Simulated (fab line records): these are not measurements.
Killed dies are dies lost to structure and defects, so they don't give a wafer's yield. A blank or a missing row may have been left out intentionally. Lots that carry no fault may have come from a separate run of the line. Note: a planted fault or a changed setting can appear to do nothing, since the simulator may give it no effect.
Struck lot and sound lot, side by side :: flow sky130 :: 15 steps out of a route of 708
Sound: the wafers L971.2, L971.3, L971.6. The struck wafers were L958.2, L958.3, L958.6. Last of all comes the cause.
Per side, at each step with rows, come the tool, then ch with its chambers, and then its first start. Under that, the readings that differ: sound wafers :: struck wafers :: difference of the means :: sigmas: that difference in standard deviations of wafers without a fault.
alike: readings with means less than 2 such deviations apart, plus words and numbers identical on both sides. not compared: withheld readings, readings lacking a value on some wafer, bounds such as >300 that could conceal the same value, and numbers that have no deviation in the record and whose values overlap.
Wherever a step has rows on one side only, a row that says differs or no value, or a row with sigmas, the two part there. Numbers that have no deviation but don't overlap get no sigmas and don't part them. A reading missing from all wafers of one side parts the sides only when that side holds two or more wafers.

SKY_METAL4_SPUTTER_01: material TiN, target thk 20 nm, time 16.7 s.
  struck on pvdSputter-01, day 44 06:29; sound on pvdSputter-01, day 45 00:02
  alike: chamberPressurePa, throttleValvePct
SKY_METAL4_SPUTTER_02: material AlCu, target thk 735 nm, time 39.1 s.
  struck on pvdSputter-01, day 44 06:31; sound on pvdSputter-01, day 45 00:03
  alike: chamberPressurePa, throttleValvePct
SKY_METAL4_SPUTTER_03: material Ti, target thk 5 nm, time 3.3 s.
  struck on pvdSputter-01, day 44 06:33; sound on pvdSputter-01, day 45 00:05
  alike: chamberPressurePa, throttleValvePct
SKY_METAL4_SPUTTER_04: material TiN, target thk 70 nm, time 58.3 s.
  struck on pvdSputter-01, day 44 06:34; sound on pvdSputter-01, day 45 00:07
  alike: chamberPressurePa, throttleValvePct
then, 1 step without rows for these wafers: SKY_CAP2M_CVD_00 (deposits SiO2, target thk 15.5 nm).
SKY_CAP2M_THK_MEAS_01:
  struck on filmMetro-01, day 44 06:39; sound on filmMetro-04, day 45 00:11
  alike: CAP2M_CVD_00_THK
SKY_CAP2M_SPUTTER_02: material TiN, target thk 200 nm, time 166.7 s.
  struck on pvdSputter-03, day 44 06:42; sound on pvdSputter-03, day 45 00:14
  alike: chamberPressurePa, susceptorTempC, throttleValvePct
SKY_CAP2M_RS_MEAS_03: the measuring method here is four-point-probe.
  struck on filmMetro-01, day 44 06:50; sound on filmMetro-01, day 45 00:22
  alike: CAP2M_TIN_RS
SKY_CAP2M_THK_MEAS_04: measures by xrf.
  struck on filmMetro-01, day 44 06:56; sound on filmMetro-01, day 45 00:29
  alike: CAP2M_TIN_THK
then, 3 steps without rows for these wafers: SKY_CAP2M_DEHYDRATE_05 (time 60 s); SKY_CAP2M_HMDS_06 (prime time 60 s); SKY_CAP2M_COAT_07 (resist thk 1140 nm).
SKY_CAP2M_SOFTBAKE_08: time 60 s.
  sound on lithoTrack-02 ch 0, day 45 10:31; struck on lithoTrack-03 ch 0, day 44 17:11
reading: heaterPowerTotalW (W)
sound: 56.52 56.60 56.62
struck: 57.45 57.44 57.52
difference: +0.89
sigmas: +18

reading: plateTempC (C)
sound: 89.97 89.99 90.02
struck: 90.97 91.06 90.90
difference: +0.98
sigmas: +8
  alike: resistLineTempC
then, 1 step without rows for these wafers: SKY_CAP2M_EXPOSE_09 (exposes mask CAP2M, target cd 1000 nm).
-- the record jumps here: 5 days lie between the struck wafers' starts before and after (it left off in module CAP2M and takes up again in module PAD_OPEN, whose first step shown is number 708 of the route) --
SKY_PAD_OPEN_PROBE_99:
  struck on prober-02, day 49 17:45; sound on prober-02, day 50 07:17
  alike: defectLimitedYield, killed_at_M0_to_M3, killed_at_M4_up, killedAtContacts, killedAtFrontEnd, killedAtOther, killedDies, killedOpen, killedShort, sort_bin_3_pad_short, sort_bin_5_function, sort_bin_6_memory, sortNPass, sortYieldPct

WHERE THEY PART
Only at SKY_CAP2M_SOFTBAKE_08, as far as this record shows. Later steps at which nothing parts them and some readings are alike: SKY_PAD_OPEN_PROBE_99.

WHY: what the simulator had put in
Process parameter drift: lithoTrack-03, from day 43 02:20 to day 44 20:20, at SKY_CAP2M_SOFTBAKE_08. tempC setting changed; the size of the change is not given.
